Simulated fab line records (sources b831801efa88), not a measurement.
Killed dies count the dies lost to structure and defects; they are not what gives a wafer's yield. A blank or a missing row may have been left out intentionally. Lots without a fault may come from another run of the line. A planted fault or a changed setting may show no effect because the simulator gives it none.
A struck lot beside a sound one -- flow sfq line -- 14 out of 325 route steps
Sound: wafers L634.1, L634.3, L634.6. The struck wafers were L646.1, L646.4, L646.6. Last of all comes the cause.
Each step with rows lists, per side, the tool, then ch with its chambers, then its first start. Under that, the readings that differ: sound wafers -- struck wafers -- difference of the means -- sigmas: that difference in standard deviations of wafers without a fault.
alike: same words and numbers on both sides, and readings whose means sit less than 2 such deviations apart. not compared: any withheld reading, any reading some wafer has no value for, any bound like >300 that may hide the same value, and any number with overlapping values for which the record gives no deviation.
The two part at a step that has a row with sigmas, a row that says differs or no value, or rows on one side only. Non-overlapping numbers with no deviation appear without sigmas and do not part them. A reading missing from all wafers of one side parts the sides only when that side holds two or more wafers.

first, 6 steps without rows for these wafers: SFQ_TRILAYER_M0_LITHO_COAT_026 (resist thk 62 nm); SFQ_TRILAYER_M0_LITHO_COAT_021 (resist thk 600 nm); SFQ_TRILAYER_M0_LITHO_SOFTBAKE_025; SFQ_TRILAYER_M0_LITHO_EXPOSE_022 (exposes mask M0, target cd 500 nm); SFQ_TRILAYER_M0_LITHO_PEB_024 (peb time 60 s); SFQ_TRILAYER_M0_LITHO_DEVELOP_023 (time 60 s).
SFQ_M0_OVL_MEAS_906:
  sound on overlay-01, day 8 14:07; struck on overlay-02, day 12 07:55
  alike: M0_OVL
SFQ_TRILAYER_M0_BARC_OPEN_METAL_ETCH_031: etches BARC in O2, target depth 125 nm, time 41.7 s.
  sound on rie metal-02 ch 0,1, day 8 14:08; struck on rie metal-02 ch 0,1, day 12 07:56
  alike: drypump motor current A, oes product au
  not compared: rf hours counter h
SFQ_TRILAYER_M0_ETCH_METAL_ETCH_024: etches Nb in Cl2/Ar, stops on SiO2, target depth 240 nm, time 120 s.
  sound on rie metal-02 ch 0,1, day 8 14:12; struck on rie metal-02 ch 0,1, day 12 08:00
reading,sound,struck,difference,sigmas
oes product au (a.u.),0.867 0.881 0.871,0.899 0.888 0.892,+0.020,+3
  alike: drypump motor current A
  not compared: rf hours counter h
SFQ_TRILAYER_M0_STRIP_STRIP_025: strips in O2.
  sound on rie metal-02 ch 0,1, day 8 14:20; struck on rie metal-02 ch 0,1, day 12 08:08
  alike: drypump motor current A, oes product au
  not compared: rf hours counter h
then, 1 step without rows for these wafers: SFQ_TRILAYER_M0_STRIP_SOLV_CLEAN_026 (cleans in NMP, time 600 s).
SFQ_TRILAYER_I0_DEP_PECVD_027: deposits SiO2 from SiH4/N2O, time 111.11 s, target thk 500 nm.
  sound on pecvd-01 ch 0,1,2, day 8 15:06; struck on pecvd-01 ch 0,1, day 12 08:54
  alike: heater power w, throttle valve pct
SFQ_TRILAYER_I0_CMP_CMP_028: polishes SiO2.
  sound on cmp-01 ch 1,3, day 8 15:52; struck on cmp-01 ch 0,1,2, day 13 00:44
reading,sound,struck,difference,sigmas
platen rpm (rpm),59.96 60.01 59.97,65.97 65.96 66.07,+6.02,+99 or more
time to endpoint s (s),222 216 231,201 209 201,-19,-3
  alike: motor current A
SFQ_I0_BOW_MEAS_907:
  sound on film metro-03, day 8 18:22; struck on film metro-03, day 13 02:44
  alike: I0_BOW

## WHERE THEY PART
Earliest at SFQ_TRILAYER_M0_ETCH_METAL_ETCH_024; latest, in this record, at SFQ_TRILAYER_I0_CMP_CMP_028. Later steps at which nothing parts them and some readings are alike: SFQ_I0_BOW_MEAS_907.

WHY: whatever the simulator had introduced
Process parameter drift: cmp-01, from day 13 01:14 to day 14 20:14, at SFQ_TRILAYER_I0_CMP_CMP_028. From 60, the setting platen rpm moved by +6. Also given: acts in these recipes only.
